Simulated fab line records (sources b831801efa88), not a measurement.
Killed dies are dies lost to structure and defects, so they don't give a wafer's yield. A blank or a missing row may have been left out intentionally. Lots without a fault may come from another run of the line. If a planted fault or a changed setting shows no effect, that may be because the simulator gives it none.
The tool behind it: which one? | flow sky130 | 33 wafers from 11 lots sampled at 5 of the route's 708 steps

WHAT EACH GAUGE READ, for each wafer
SKY_VT_ADJUST_PCH_TW_MEAS_10. Usual: VT_ADJUST_PCH_TW typically reads 143.2, with standard deviation 0.54.
lot  | measured     | on            | VT_ADJUST_PCH_TW  | flag
L996 | day 11 03:17 | film_metro-02 | 141.9 142.9 142.3 |
L998 | day 11 13:13 | film_metro-01 | 142.9 142.6 141.8 |
L100 | day 12 04:56 | film_metro-04 | 143.0 143.4 142.5 |
L107 | day 14 18:28 | film_metro-01 | 143.2 142.8 143.7 |
L106 | day 14 18:48 | film_metro-02 | 143.6 143.9 143.6 |
L109 | day 15 03:22 | film_metro-02 | 142.8 143.2 142.3 |
L110 | day 15 06:55 | film_metro-02 | 143.9 143.3 143.1 |
L111 | day 15 08:53 | film_metro-04 | 143.2 142.8 142.4 |
L113 | day 15 19:07 | film_metro-04 | 143.1 142.9 142.5 |
L114 | day 16 01:10 | film_metro-01 | 143.0 143.8 143.7 |
L115 | day 16 13:34 | film_metro-01 | 143.5 143.8 142.8 |

SKY_SONOS_ONO_THK_MEAS_05. Usual: SONOS_ONO_CVD_04_THK typically reads 5.66 nm, with standard deviation 0.12.
lot  | measured     | on            | SONOS_ONO_CVD_04_THK (nm) | flag
L996 | day 12 09:26 | film_metro-03 | 5.64 5.54 5.61            |
L998 | day 12 17:49 | film_metro-04 | 5.57 5.50 5.58            |
L100 | day 13 06:00 | film_metro-03 | 5.60 5.65 5.52            |
L107 | day 16 01:47 | film_metro-01 | 5.64 5.62 5.76            |
L106 | day 16 04:02 | film_metro-04 | 5.68 5.66 5.73            |
L109 | day 16 13:22 | film_metro-04 | 5.58 5.53 5.52            |
L110 | day 16 19:08 | film_metro-01 | 5.58 5.49 5.48            |
L111 | day 16 19:08 | film_metro-03 | 5.59 5.59 5.49            |
L113 | day 17 03:08 | film_metro-03 | 5.68 5.74 5.67            |
L114 | day 17 09:13 | film_metro-01 | 5.80 5.87 5.83            |
L115 | day 17 22:16 | film_metro-01 | 5.52 5.46 5.54            |

SKY_GATE_OXIDE_THK_MEAS_02. Usual: GATE_OXIDE_OXIDATION_00_THK typically reads 10.35 nm, with standard deviation 0.15.
lot  | measured     | on            | GATE_OXIDE_OXIDATION_00_THK (nm) | flag
L996 | day 13 06:46 | film_metro-04 | 10.37 10.42 10.21                |
L998 | day 13 14:53 | film_metro-02 | 7.79 8.09 7.97                   | OFF
L100 | day 14 02:58 | film_metro-03 | 8.24 8.14 7.97                   | OFF
L107 | day 17 08:39 | film_metro-03 | 10.15 10.16 10.22                |
L106 | day 17 10:03 | film_metro-03 | 10.44 10.33 10.57                |
L109 | day 17 20:06 | film_metro-04 | 10.47 10.49 10.49                |
L110 | day 18 01:57 | film_metro-02 | 10.34 10.15 10.35                |
L111 | day 18 01:57 | film_metro-04 | 10.36 10.30 10.42                |
L113 | day 18 10:34 | film_metro-03 | 10.17 10.11 10.31                |
L114 | day 18 17:25 | film_metro-02 | 10.13 10.28 10.24                |
L115 | day 19 11:18 | film_metro-03 | 10.11 10.19 10.11                |

WHAT TOOL EACH LOT RAN ON (gives the tool, then ch and the chambers of the sampled wafers, and finally the start)
lot  | SKY_VT_ADJUST_PCH_STRIP_09           | SKY_GATE_OXIDE_OXIDATION_01
L996 | plasma_asher-01 ch 0,1, day 11 03:12 | furnace-02 ch 0, day 13 05:20
L998 | plasma_asher-04 ch 0,1, day 11 13:07 | furnace-02 ch 0, day 13 13:28
L100 | plasma_asher-04 ch 0,1, day 12 04:51 | furnace-02 ch 0, day 14 01:32
L107 | plasma_asher-01 ch 0,1, day 14 18:21 | furnace-01 ch 0, day 17 07:14
L106 | plasma_asher-03 ch 0,1, day 14 18:42 | furnace-01 ch 0, day 17 08:38
L109 | plasma_asher-04 ch 0,1, day 15 03:16 | furnace-02 ch 0, day 17 18:41
L110 | plasma_asher-03 ch 0,1, day 15 06:48 | furnace-02 ch 0, day 18 00:32
L111 | plasma_asher-03 ch 0,1, day 15 08:46 | furnace-02 ch 0, day 18 00:32
L113 | plasma_asher-01 ch 0,1, day 15 19:01 | furnace-02 ch 0, day 18 09:09
L114 | plasma_asher-01 ch 0,1, day 16 01:04 | furnace-02 ch 0, day 18 16:01
L115 | plasma_asher-01 ch 0,1, day 16 13:28 | furnace-02 ch 0, day 19 09:53
- SKY_VT_ADJUST_PCH_STRIP_09: strips in O2/N2.
- SKY_GATE_OXIDE_OXIDATION_01: stabilise 600 s, purge 300 s, target thk 10.268 nm.

WHAT THE TOOLS THEMSELVES READ (means of the sampled wafers that have a number; where no wafer has one, the mark that the record gives instead)
SKY_VT_ADJUST_PCH_STRIP_09. Usual: drypump_motor_current_A 6.0 A, standard deviation 0.4; oes_product_au 0.723 a.u., standard deviation 0.0046; strip_time_to_endpoint_s 36.97 s, standard deviation 0.12.
lot  | tool            | drypump_motor_current_A (A) | oes_product_au (a.u.) | strip_time_to_endpoint_s (s) | flag
L996 | plasma_asher-01 | 6.2                         | 0.719                 | 37.03                        |
L998 | plasma_asher-04 | 5.6                         | 0.722                 | 37.05                        |
L100 | plasma_asher-04 | 5.7                         | 0.719                 | 37.00                        |
L107 | plasma_asher-01 | 6.1                         | 0.723                 | 37.08                        |
L106 | plasma_asher-03 | 6.3                         | 0.722                 | 37.01                        |
L109 | plasma_asher-04 | 5.5                         | 0.724                 | 37.09                        |
L110 | plasma_asher-03 | 6.3                         | 0.720                 | 36.67                        |
L111 | plasma_asher-03 | 6.1                         | 0.724                 | 36.94                        |
L113 | plasma_asher-01 | 6.1                         | 0.723                 | 37.02                        |
L114 | plasma_asher-01 | 6.1                         | 0.720                 | 36.96                        |
L115 | plasma_asher-01 | 6.1                         | 0.727                 | 37.02                        |

SKY_GATE_OXIDE_OXIDATION_01. Usual: spike_tc_bottom_C is 917.9 C with standard deviation 2, spike_tc_centre_C is 900.4 C with standard deviation 1.1, spike_tc_lower_C is 901.1 C with standard deviation 1.2, spike_tc_top_C is 908.4 C with standard deviation 0.96, spike_tc_upper_C is 900.4 C with standard deviation 1, tube_center_temp_C is 900 C with standard deviation 0.084, and tube_center_temp_C_max is 902.4 with standard deviation 0.39.
lot  | tool       | spike_tc_bottom_C (C) | spike_tc_centre_C (C) | spike_tc_lower_C (C) | spike_tc_top_C (C) | spike_tc_upper_C (C) | tube_center_temp_C (C) | tube_center_temp_C_max | flag
L996 | furnace-02 | 919.8                 | 900.6                 | 902.1                | 908.5              | 900.9                | 900                    | 902.8                  |
L998 | furnace-02 | 898.4                 | 879.7                 | 881.2                | 887.7              | 880.8                | 879                    | 881.4                  | OFF
L100 | furnace-02 | 897.6                 | 879.3                 | 880.8                | 887.9              | 880.7                | 879                    | 881.9                  | OFF
L107 | furnace-01 | 916.0                 | 900.0                 | 900.6                | 908.9              | 900.3                | 900                    | 902.3                  |
L106 | furnace-01 | 915.5                 | 899.6                 | 900.7                | 908.2              | 899.2                | 900                    | 902.4                  |
L109 | furnace-02 | 919.9                 | 900.1                 | 902.0                | 909.6              | 900.5                | 900                    | 902.4                  |
L110 | furnace-02 | 918.8                 | 900.6                 | 901.2                | 908.8              | 900.5                | 900                    | 902.2                  |
L111 | furnace-02 | 918.5                 | 901.4                 | 901.5                | 908.1              | 900.2                | 900                    | 902.1                  |
L113 | furnace-02 | 918.6                 | 899.9                 | 901.6                | 908.6              | 900.2                | 900                    | 902.5                  |
L114 | furnace-02 | 918.4                 | 901.3                 | 901.3                | 908.2              | 901.4                | 900                    | 902.6                  |
L115 | furnace-02 | 919.7                 | 901.1                 | 901.5                | 908.9              | 901.0                | 900                    | 902.1                  |

THE ANSWER, worked out from the rows above alone
Rule: take the mean of a lot's wafers that have a number; if it is more than 3 standard deviations from the usual mean, the lot is off. Also off: a lot with no number at a reading for which 4 or more lots have one. The other lots that the step has rows for count as sound. After the gauges, taken in route order, come the tools' own readings; for these a lot's mean is taken, as printed above. At the first step where some lot is off, the reading lying furthest off is the one used; lots without a number count as furthest.
Off: L998, L100, seen at SKY_GATE_OXIDE_THK_MEAS_02 (GATE_OXIDE_OXIDATION_00_THK).
If a tool, at a process step before that reading, ran all the lots that are off and no sound lot after the first of them, it fits. The gauges at SKY_GATE_OXIDE_THK_MEAS_02 aren't tried: what is off there is off at SKY_GATE_OXIDE_OXIDATION_01 too, on other tools, and a gauge's error can't cause that. None of those tried fits.

WHAT THE SIMULATOR HAD INSERTED
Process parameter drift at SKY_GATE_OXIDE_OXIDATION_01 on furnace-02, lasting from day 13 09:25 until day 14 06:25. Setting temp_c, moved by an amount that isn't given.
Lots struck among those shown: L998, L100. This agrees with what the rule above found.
